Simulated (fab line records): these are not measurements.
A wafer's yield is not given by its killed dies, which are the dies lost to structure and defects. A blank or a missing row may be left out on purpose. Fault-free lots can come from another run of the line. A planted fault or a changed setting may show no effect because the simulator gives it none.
2 desks looking at one fault / flow sky130 / only its own numbers are on each desk; what lay behind them is given at the end

## FROM THE METROLOGY DESK
Means of the sampled wafers that have a number, per lot and without regard to the tool the lot ran on: this is what the gauges read. The brackets show how far a lot's mean lies from the usual mean; more than 4 standard deviations puts the lot out of limits, marked OUT.
Columns: A = NWELL_2_TW at SKY_NWELL_TW_MEAS_26, usual 492; B = VIA1_W_THK at SKY_VIA1_THK_MEAS_23, usual 275 nm
lot=L168; first seen here=day 5 11:23; A=493; B=274
lot=L169; first seen here=day 5 17:08; A=497; B=279
lot=L170; first seen here=day 5 19:20; A=496; B=276
lot=L172; first seen here=day 6 05:41; A=495; B=272
lot=L177; first seen here=day 7 15:02; A=490; B=279
lot=L178; first seen here=day 7 22:12; A=496; B=273
lot=L179; first seen here=day 7 22:15; A=492; B=279
lot=L183; first seen here=day 9 04:40; A=497; B=278
lot=L186; first seen here=day 10 00:50; A=493; B=272
lot=L187; first seen here=day 10 06:24; A=490; B=282
lot=L188; first seen here=day 10 12:38; A=492; B=280
lot=L190; first seen here=day 10 21:50; A=487; B=269
lot=L191; first seen here=day 11 02:29; A=489; B=279
This desk's verdict: no lot among the 13 shows anything out of limits.

## TOOL OWNER'S DESK, litho_track-02
The tool's own readings at SKY_LDD_LDN_DEVELOP_06 (develop time 60 s): means of the sampled wafers that have a number, for each lot that ran on this tool. The brackets show how far a lot's mean lies from the usual mean; more than 4 standard deviations puts the lot out of limits, marked OUT.
Columns: A = developer_temp_C at SKY_LDD_LDN_DEVELOP_06, usual 23.01 C
lot=L168; first seen here=day 22 21:29; A=23.08
lot=L172; first seen here=day 24 06:20; A=23.05
lot=L178; first seen here=day 26 19:25; A=23.92 (+8.3) OUT
lot=L179; first seen here=day 26 21:55; A=23.96 (+8.7) OUT
lot=L186; first seen here=day 29 12:53; A=22.96
This desk's verdict: out of limits on L178, L179, starting with L178 at day 26 19:25 (developer_temp_C at SKY_LDD_LDN_DEVELOP_06). L168, L172, L186 stayed within limits.

## ALL TOGETHER
The tool owner's desk had the chance to raise an alarm at day 26 19:25 on L178, L179.
At the metrology desk, nothing out of limits was observed.
The metrology desk holds a record of L178, L179, inside its limits.
All the named lots went through SKY_LDD_LDN_DEVELOP_06 on litho_track-02.

## WHAT THE SIMULATOR PUT IN
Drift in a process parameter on litho_track-02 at SKY_LDD_LDN_DEVELOP_06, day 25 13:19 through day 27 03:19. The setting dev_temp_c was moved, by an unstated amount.
Shown lots that were struck: L178, L179.
Hours from the fault's start to each desk's first reading out of limits: the tool owner's desk, 30.
